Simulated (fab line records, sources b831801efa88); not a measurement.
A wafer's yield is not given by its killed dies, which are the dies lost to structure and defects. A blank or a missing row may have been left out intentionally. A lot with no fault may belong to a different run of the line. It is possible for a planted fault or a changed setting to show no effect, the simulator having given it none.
fab line records    flow sky130
record: lots: 10  wafers: 30  lastDay: 50
route steps=708 shown METAL1@451 METAL2@487 METAL3@566 VIA3@596 PAD_OPEN@708
lots untouched by any fault: they come from a run of this same line in which no faults occurred
startH: hours from the record's opening day to when the first of the lot's shown wafers began    waitH: hours from the lot's prior step to this one    " identical to the entry in the row above    L1.1+2: one row covering several wafers at once    - no value present, or no start provided    * or withheld: withheld    < > ~ a bound
route shown NAME@n: NAME is a module with steps in the file, n the number in the route of the first one    usual: mean/standard deviation taken from wafers without a fault    same: alike in all rows    chamber/n: place in a boat    sites: per-site readings    _std_site: the standard deviation of these    _edge_site: the outer-site mean with the inner-site mean subtracted    radiusMm: how far each site lies from the wafer's centre    mask NAME#n: copy n    behind: tool/chamber where the wafer was last shaped    hold: what put the lot on hold/how long, in hours/how the hold closed    device: the transistor (n, p or np) that didn't switch    end of line: tests run on the same wafers once the route is complete    where a step has no rows: the recipe by itself    killed: dies lost to structure and defects at the first sort, not the wafer's yield    map: shows each die of a wafer: x if killed, . if not, _ if none is there
set.NAME: setting as actually run; set.NAME@STEP: the setting as run at that earlier step    model.NAME: the simulator's own value behind a step, which no gauge read
route steps across a sampled set of lots; one table per step, one row per wafer
services: from which hour (startH, from the record's first day; less than 0 if before it) a tool's chamber was out of use, for how many hours, and why
== steps ==
step: SKY_METAL1_DESCUM_17
recipe: chemistry: O2  sourcePowerW: 150  biasPowerW: 0  pressureMtorr: 10  tempC: 40  timeS: 8
usual: drypumpMotorCurrentA: 5.5/0.34  oesProductAu: 1.001/0.0087
lot.wafer  tool         chamber  startH  waitH  drypumpMotorCurrentA  oesProductAu  rfHoursCounterH
L878.2     rieMetal-01  1        764.70  0.0    5.2                   0.998         8
L878.3     "            1        "       "      5.1                   0.993         -
L878.6     "            1        "       "      5.1                   1.003         -
L882.1     rieMetal-04  0        799.97  0.0    5.8                   0.995         11
L882.5     "            0        "       "      5.7                   0.995         -
L882.6     "            0        "       "      5.8                   0.998         -
L883.1     rieMetal-01  0        805.42  0.0    6.0                   1.000         6
L883.3     "            0        "       "      6.0                   1.005         -
L883.5     "            1        "       "      5.1                   1.006         -
L890.3     rieMetal-04  0        863.53  0.0    5.8                   0.985         -
L890.4     "            1        "       "      5.2                   0.994         -
L890.6     "            1        "       "      5.2                   1.000         -
L892.2     rieMetal-02  0        884.12  0.0    5.3                   0.989         10
L892.5     "            1        "       "      5.7                   1.009         -
L892.6     "            0        "       "      5.3                   0.994         -
L894.1     rieMetal-02  1        892.32  0.0    5.7                   1.012         12
L894.2     "            0        "       "      5.3                   1.006         10
L894.5     "            1        "       "      5.6                   1.012         -
L895.1     rieMetal-04  1        896.02  0.0    5.2                   0.997         3
L895.2     "            0        "       "      5.8                   1.003         15
L895.6     "            1        "       "      5.2                   1.005         -
L898.3     rieMetal-02  0        920.38  0.0    5.2                   0.983         -
L898.5     "            0        "       "      5.2                   0.982         -
L898.6     "            1        "       "      5.7                   1.012         -
L899.3     rieMetal-02  0        930.78  0.0    5.3                   0.985         -
L899.4     "            1        "       "      5.7                   1.013         -
L899.5     "            1        "       "      5.7                   0.997         -
L900.2     rieMetal-02  1        935.62  0.0    5.7                   1.007         14
L900.3     "            1        "       "      5.7                   1.009         -
L900.4     "            0        "       "      5.3                   0.981         -
step: SKY_METAL2_SPUTTER_04
recipe: material: TiN  targetThkNm: 70  powerW: 6500  timeS: 58.3  chamberPressurePa: 0.4
usual: throttleValvePct: 30.0/1.1
lot.wafer  tool           chamber  startH  waitH  throttleValvePct
L878.2     pvdSputter-03  -        795.04  0.0    30.9
L878.3     "              -        "       "      30.7
L878.6     "              -        "       "      30.5
L882.1     pvdSputter-01  -        829.72  0.0    29.5
L882.5     "              -        "       "      28.3
L882.6     "              -        "       "      29.4
L883.1     pvdSputter-03  -        835.63  0.0    30.8
L883.3     "              -        "       "      29.1
L883.5     "              -        "       "      30.9
L890.3     pvdSputter-03  -        892.34  0.0    30.6
L890.4     "              -        "       "      29.0
L890.6     "              -        "       "      29.0
L892.2     pvdSputter-04  -        913.36  0.0    28.3
L892.5     "              -        "       "      28.0
L892.6     "              -        "       "      32.1
L894.1     pvdSputter-01  -        920.29  0.0    29.3
L894.2     "              -        "       "      30.6
L894.5     "              -        "       "      28.5
L895.1     pvdSputter-03  -        923.84  0.0    29.1
L895.2     "              -        "       "      31.0
L895.6     "              -        "       "      30.8
L898.3     pvdSputter-03  -        947.50  0.0    30.7
L898.5     "              -        "       "      31.0
L898.6     "              -        "       "      30.6
L899.3     pvdSputter-03  -        958.26  0.0    30.9
L899.4     "              -        "       "      28.8
L899.5     "              -        "       "      30.8
L900.2     pvdSputter-01  -        963.18  0.0    28.7
L900.3     "              -        "       "      29.2
L900.4     "              -        "       "      30.6
step: SKY_METAL3_ETCH_16
recipe: chemistry: N2/H2  target: BARC  ionEnergyEv: 200  biasW: 100  pressureMtorr: 30  n2FlowSccm: 100  h2FlowSccm: 200  icpW: 500  stopOn: SiO2  timeS: 88.2  targetDepthA: 600
usual: biasW: 100.1/0.32  chamberPressureMTorr: 30.00/0.031  drypumpMotorCurrentA: 5.6/0.31  oesProductAu: 0.626/0.0041  throttleValvePct: 13.205/0.0086
lot.wafer  tool         chamber  startH   waitH  biasW  chamberPressureMTorr  drypumpMotorCurrentA  oesProductAu  rfHoursCounterH  throttleValvePct
L878.2     rieMetal-03  0        902.91   0.0    100.4  29.99                 5.6                   0.632         16               13.203
L878.3     "            0        "        "      100.2  30.01                 5.6                   0.631         -                13.210
L878.6     "            0        "        "      100.0  29.94                 5.6                   0.631         -                13.216
L882.1     rieMetal-03  0        935.00   0.0    -      -                     -                     -             -                -
L882.5     "            0        "        "      -      -                     -                     -             -                -
L882.6     "            1        "        "      -      -                     -                     -             -                -
L883.1     rieMetal-03  1        941.10   0.0    -      -                     -                     -             -                -
L883.3     "            1        "        "      -      -                     -                     -             -                -
L883.5     "            1        "        "      -      -                     -                     -             -                -
L890.3     rieMetal-01  0        994.23   0.0    100.7  30.03                 6.1                   0.623         -                13.207
L890.4     "            1        "        "      99.8   30.02                 5.1                   0.634         -                13.212
L890.6     "            0        "        "      100.0  29.98                 6.1                   0.625         -                13.208
L892.2     rieMetal-03  0        1013.10  0.0    99.9   29.98                 5.6                   0.626         24               13.206
L892.5     "            0        "        "      99.9   29.99                 5.6                   0.627         -                13.199
L892.6     "            1        "        "      100.1  30.02                 5.8                   0.626         -                13.205
L894.1     rieMetal-03  0        1019.30  0.0    99.9   30.01                 5.6                   0.627         25               13.192
L894.2     "            1        "        "      99.8   30.00                 5.8                   0.627         16               13.188
L894.5     "            1        "        "      99.2   29.98                 5.8                   0.625         -                13.195
L895.1     rieMetal-03  0        1022.90  0.0    100.0  30.00                 5.6                   0.630         25               13.203
L895.2     "            1        "        "      99.5   30.00                 5.8                   0.625         16               13.202
L895.6     "            1        "        "      100.2  30.02                 5.8                   0.633         -                13.216
L898.3     rieMetal-02  0        1045.57  0.0    99.6   29.98                 5.3                   0.625         -                13.202
L898.5     "            1        "        "      100.3  29.99                 5.7                   0.627         -                13.201
L898.6     "            0        "        "      100.0  30.02                 5.3                   0.626         -                13.193
L899.3     rieMetal-03  0        1054.38  0.0    99.8   30.01                 5.6                   0.626         -                13.203
L899.4     "            1        "        "      100.4  30.01                 5.8                   0.629         -                13.199
L899.5     "            0        "        "      100.2  30.03                 5.6                   0.627         -                13.206
L900.2     rieMetal-01  1        1057.10  0.0    99.7   30.05                 5.1                   0.633         22               13.216
L900.3     "            0        "        "      100.1  30.00                 6.0                   0.635         -                13.209
L900.4     "            1        "        "      99.7   29.99                 5.1                   0.624         -                13.202
step: SKY_METAL3_ETCH_17
recipe: target: SiO2  stopOn: TiN  chemistry: C4F8/O2/Ar  sourceW: 1500  biasW: 1200  pressureMtorr: 40  c4f8FlowSccm: withheld  O2_flow_sccm: 6  Ar_flow_sccm: 300  timeS: 3.9  targetDepthA: 150
usual: biasW: 1200/4.3  chamberPressureMTorr: 40.00/0.047  oesProductAu: 0.754/0.0073
lot.wafer  tool        chamber  startH   waitH  biasW  chamberPressureMTorr  oesProductAu  rfHoursCounterH
L878.2     rieDiel-04  0        903.01   0.1    1198   40.03                 0.741         18
L878.3     "           1        "        "      1201   39.97                 0.750         6
L878.6     "           2        "        "      1204   40.10                 0.757         -
L882.1     rieDiel-03  3        935.10   0.1    1201   40.02                 0.366         16
L882.5     "           2        "        "      1204   39.98                 0.376         -
L882.6     "           3        "        "      1199   40.01                 0.374         -
L883.1     rieDiel-03  2        941.20   0.1    1202   39.99                 0.372         10
L883.3     "           1        "        "      1211   40.01                 0.367         18
L883.5     "           2        "        "      1198   40.02                 0.376         -
L890.3     rieDiel-04  1        994.30   0.0    1197   40.01                 0.747         8
L890.4     "           1        "        "      1196   40.02                 0.754         -
L890.6     "           0        "        "      1191   39.97                 0.754         -
L892.2     rieDiel-03  2        1013.20  0.1    1210   40.01                 0.743         12
L892.5     "           0        "        "      1200   39.96                 0.749         -
L892.6     "           1        "        "      1195   40.00                 0.754         -
L894.1     rieDiel-02  0        1019.40  0.1    1201   39.95                 0.754         15
L894.2     "           1        "        "      1192   40.02                 0.750         15
L894.5     "           0        "        "      1203   40.00                 0.756         -
L895.1     rieDiel-03  0        1023.00  0.1    1200   40.05                 0.760         11
L895.2     "           3        "        "      1201   40.03                 0.749         18
L895.6     "           3        "        "      1199   39.99                 0.755         -
L898.3     rieDiel-04  3        1045.64  0.0    1194   39.98                 0.757         9
L898.5     "           1        "        "      1199   40.02                 0.743         -
L898.6     "           3        "        "      1203   39.97                 0.756         -
L899.3     rieDiel-04  3        1054.45  0.0    1204   39.96                 0.750         10
L899.4     "           3        "        "      1198   40.00                 0.753         -
L899.5     "           2        "        "      1207   40.03                 0.754         -
L900.2     rieDiel-04  1        1057.20  0.1    1196   40.00                 0.763         10
L900.3     "           3        "        "      1204   40.03                 0.747         10
L900.4     "           2        "        "      1200   39.98                 0.760         10
step: SKY_METAL3_STRIP_19
recipe: chemistry: O2/N2  powerW: 1400  pressureMtorr: 1500  platenTempC: withheld  o2FlowSccm: 3000  n2FlowSccm: 300  overashFraction: 0.5
usual: drypumpMotorCurrentA: 5.5/0.46  o2FlowSccm: 2998/9.2  oesProductAu: 0.500/0.0064  stripTimeToEndpointS: 6.49/0.11
lot.wafer  tool            chamber  startH   waitH  drypumpMotorCurrentA  o2FlowSccm  oesProductAu  rfHoursCounterH  stripTimeToEndpointS
L878.2     plasmaAsher-02  0        903.20   0.1    5.8                   3004        0.499         47               6.55
L878.3     "               0        "        "      5.9                   2999        0.512         -                6.58
L878.6     "               1        "        "      5.1                   2996        0.501         -                6.45
L882.1     plasmaAsher-01  0        935.30   0.1    5.8                   2993        0.523         86               7.06
L882.5     "               0        "        "      5.8                   2976        0.527         -                7.11
L882.6     "               1        "        "      4.9                   2999        0.512         -                6.92
L883.1     plasmaAsher-02  0        941.40   0.1    5.9                   3009        0.526         51               7.03
L883.3     "               0        "        "      5.8                   2991        0.517         -                6.96
L883.5     "               0        "        "      5.8                   2999        0.519         -                6.99
L890.3     plasmaAsher-02  1        994.53   0.1    5.1                   3002        0.503         -                6.47
L890.4     "               0        "        "      5.9                   2994        0.511         -                6.57
L890.6     "               0        "        "      5.9                   2997        0.499         -                6.38
L892.2     plasmaAsher-02  0        1013.39  0.1    5.9                   2982        0.513         59               6.65
L892.5     "               1        "        "      5.1                   2989        0.507         -                6.62
L892.6     "               0        "        "      5.8                   3004        0.506         -                6.48
L894.1     plasmaAsher-02  0        1019.60  0.1    5.9                   3004        0.503         59               6.50
L894.2     "               1        "        "      5.1                   3007        0.515         59               6.69
L894.5     "               1        "        "      5.1                   2989        0.500         -                6.47
L895.1     plasmaAsher-01  0        1023.19  0.1    5.8                   2994        0.506         96               6.53
L895.2     "               1        "        "      4.9                   2988        0.492         96               6.41
L895.6     "               1        "        "      4.9                   2987        0.498         -                6.57
L898.3     plasmaAsher-01  1        1045.87  0.1    4.9                   3000        0.506         -                6.56
L898.5     "               1        "        "      4.9                   2998        0.499         -                6.57
L898.6     "               0        "        "      5.8                   3002        0.506         -                6.50
L899.3     plasmaAsher-01  1        1054.68  0.1    4.9                   2995        0.503         -                6.53
L899.4     "               0        "        "      5.8                   2992        0.496         -                6.41
L899.5     "               1        "        "      4.9                   3006        0.491         -                6.35
L900.2     plasmaAsher-02  1        1057.39  0.1    5.1                   3002        0.503         63               6.49
L900.3     "               0        "        "      5.9                   3026        0.498         -                6.60
L900.4     "               1        "        "      5.2                   3007        0.499         -                6.53
step: SKY_VIA3_THK_MEAS_23
recipe: thkMeasGauge: xrf  reads: W_of_VIA3_CVD_21
usual: VIA3_W_THK: 391/6.6
lot.wafer  tool          chamber  startH   waitH  VIA3_W_THK[nm]
L878.2     filmMetro-04  -        929.72   0.1    384
L878.3     "             -        "        "      389
L878.6     "             -        "        "      386
L890.3     filmMetro-04  -        1019.40  0.1    385
L890.4     "             -        "        "      385
L890.6     "             -        "        "      381
L892.2     filmMetro-04  -        1038.44  0.1    393
L892.5     "             -        "        "      391
L892.6     "             -        "        "      395
L894.1     filmMetro-03  -        1044.29  0.1    394
L894.2     "             -        "        "      394
L894.5     "             -        "        "      397
L895.1     filmMetro-03  -        1049.53  0.1    392
L895.2     "             -        "        "      391
L895.6     "             -        "        "      389
L898.3     filmMetro-03  -        1069.87  0.1    399
L898.5     "             -        "        "      401
L898.6     "             -        "        "      400
L899.3     filmMetro-03  -        1078.23  0.1    396
L899.4     "             -        "        "      396
L899.5     "             -        "        "      397
L900.2     filmMetro-03  -        1080.93  0.1    384
L900.3     "             -        "        "      381
L900.4     "             -        "        "      381
step: SKY_PAD_OPEN_PROBE_99
usual: defectLimitedYield: 82.9/2  killed_at_M0_to_M3: 43/7  killed_at_M4_up: 3.0/1.9  killedAtContacts: 24/4.6  killedAtFrontEnd: 15/4.1  killedAtOther: 0.3/0.52  killedDies: 84/9.7  killedOnRim: 16/3.6  killedOpen: 46/6.9  killedShort: 38/6.8  sort_bin_3_pad_short: 0.8/0.41  sort_bin_5_function: 10.2/1.5  sort_bin_6_memory: 6.1/1.1  sortNPass: 408/9.7  sortYieldPct: 82.9/2
same: grossDies: 492  killedAtBackSide: 0  sort_bin_4_leakage[%]: 0  sort_bin_8_speed[%]: 0
lot.wafer  tool       chamber  startH   waitH  defectLimitedYield[%]  killed_at_M0_to_M3  killed_at_M4_up  killedAtContacts  killedAtFrontEnd  killedAtOther  killedDies  killedOnRim  killedOpen  killedShort  sort_bin_3_pad_short[%]  sort_bin_5_function[%]  sort_bin_6_memory[%]  sortNPass  sortYieldPct[%]
L882.1     prober-02  -        1102.36  0.1    0                      445                 8                24                15                0              492         96           53          40           1.8                      92.1                    6.1                   0          0
L882.5     prober-02  -        1102.56  0.2    0                      445                 4                20                23                0              492         96           51          37           0.6                      93.5                    5.9                   0          0
L882.6     prober-02  -        1102.61  0.2    0                      447                 1                25                19                0              492         96           55          40           0.8                      91.5                    7.7                   0          0
L883.1     prober-01  -        1108.10  0.1    0                      451                 4                24                13                0              492         96           51          31           1.0                      92.7                    6.3                   0          0
L883.3     prober-01  -        1108.20  0.2    0                      447                 2                30                13                0              492         96           51          36           1.0                      91.5                    7.5                   0          0
L883.5     prober-01  -        1108.30  0.2    0                      444                 4                25                18                1              492         96           51          43           1.2                      92.3                    6.5                   0          0
killed by level:class
L882.1 METAL3:areaEtch=399 CONTACT:geometricParticle:open=11 VIA1:geometricParticle:open=10 VIA3:geometricParticle:open=7 VIA1:geometricParticle:short=6 METAL1:geometricParticle:short=5 VIA3:geometricParticle:short=5 POLY_GATE:geometricParticle:open=4
L882.5 METAL3:areaEtch=404 VIA2:geometricParticle:open=10 LI_CONTACT:geometricParticle:open=8 VIA1:geometricParticle:open=8 POLY_GATE:geometricParticle:open=7 POLY_GATE:geometricParticle:short=5 VIA3:geometricParticle:open=5 FIELD_ISO:geometricParticle:short=4
L882.6 METAL3:areaEtch=397 VIA1:geometricParticle:open=10 VIA2:geometricParticle:open=9 METAL2:geometricParticle:short=8 LI_CONTACT:geometricParticle:open=7 VIA3:geometricParticle:open=7 CONTACT:geometricParticle:open=6 CONTACT:geometricParticle:short=6
L883.1 METAL3:areaEtch=410 CONTACT:geometricParticle:open=12 VIA3:geometricParticle:open=9 VIA1:geometricParticle:open=8 LI_CONTACT:geometricParticle:open=7 VIA1:geometricParticle:short=6 POLY_GATE:geometricParticle:short=4 METAL1:geometricParticle:short=4
L883.3 METAL3:areaEtch=405 VIA1:geometricParticle:open=11 LI_CONTACT:geometricParticle:open=10 CONTACT:geometricParticle:open=10 FIELD_ISO:geometricParticle:short=7 VIA3:geometricParticle:open=6 METAL1:geometricParticle:short=5 VIA2:geometricParticle:open=5
L883.5 METAL3:areaEtch=396 CONTACT:geometricParticle:open=10 VIA3:geometricParticle:open=8 VIA1:geometricParticle:open=8 VIA2:geometricParticle:open=6 LI_CONTACT:geometricParticle:open=6 VIA1:geometricParticle:short=6 METAL3:geometricParticle:short=6
== services ==
tool            chamber  startH   hours  kind
plasmaAsher-02  -        760.17   2.8    pm
rieDiel-03      0        761.57   12.7   repair
rieMetal-02     0        777.54   8.8    repair
pvdSputter-03   -        782.97   2.6    repair
plasmaAsher-01  -        791.84   4.5    repair
rieMetal-01     1        797.14   1.2    repair
rieDiel-04      -        808.48   0.1    repair
rieDiel-04      2        817.88   3.1    repair
rieDiel-04      1        830.27   5.6    repair
rieMetal-01     1        839.05   4.0    repair
rieDiel-04      -        853.79   0.7    repair
rieMetal-03     -        855.62   1.4    pm
rieDiel-03      1        865.51   3.0    repair
rieMetal-02     -        874.87   1.5    repair
rieMetal-02     1        876.18   1.9    repair
rieDiel-04      3        890.81   4.7    repair
plasmaAsher-01  -        891.64   10.5   repair
rieMetal-03     -        929.48   2.8    pm
rieDiel-04      1        940.00   5.6    repair
rieMetal-03     1        971.58   15.1   repair
rieDiel-04      3        986.26   12.3   repair
pvdSputter-03   -        987.66   2.1    repair
rieDiel-04      2        1007.67  28.8   repair
rieMetal-02     -        1011.53  0.3    repair
== key ==
firstSign: step: SKY_METAL3_ETCH_16  reading: toolRecord  direction: missing
effect: step: SKY_METAL3_ETCH_17  reading: oesProductAu  direction: down  sigmas: 53  usual: 0.754  struck: 0.372
effect: step: SKY_METAL3_STRIP_19  reading: stripTimeToEndpointS  direction: up  sigmas: 4.9  usual: *  struck: *
effect: step: SKY_PAD_OPEN_PROBE_99  reading: killed_at_M0_to_M3  direction: up  sigmas: 58  usual: 43  struck: 446
moreKillsBornAt: SKY_METAL3_ETCH_16@rieMetal-03: 2406
metAt SKY_METAL3_ETCH_16
struckLots L882,L883
laterRowsLeftOut L882.1,L882.5,L882.6,L883.1,L883.3,L883.5
notActingAt SKY_METAL1_DESCUM_17,SKY_METAL2_SPUTTER_04,SKY_VIA3_THK_MEAS_23
onsetBetween 902.91 935.00
fault: kind: skippedStepWhole  tool: rieMetal-03  chamber: -  onsetH: 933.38  steps: SKY_METAL3_ETCH_16  scope: struckLotsOnly
laterRowsLeftOut: the simulator's readings of these wafers behind a module that went badly wrong aren't trusted and aren't shown, but for the sort
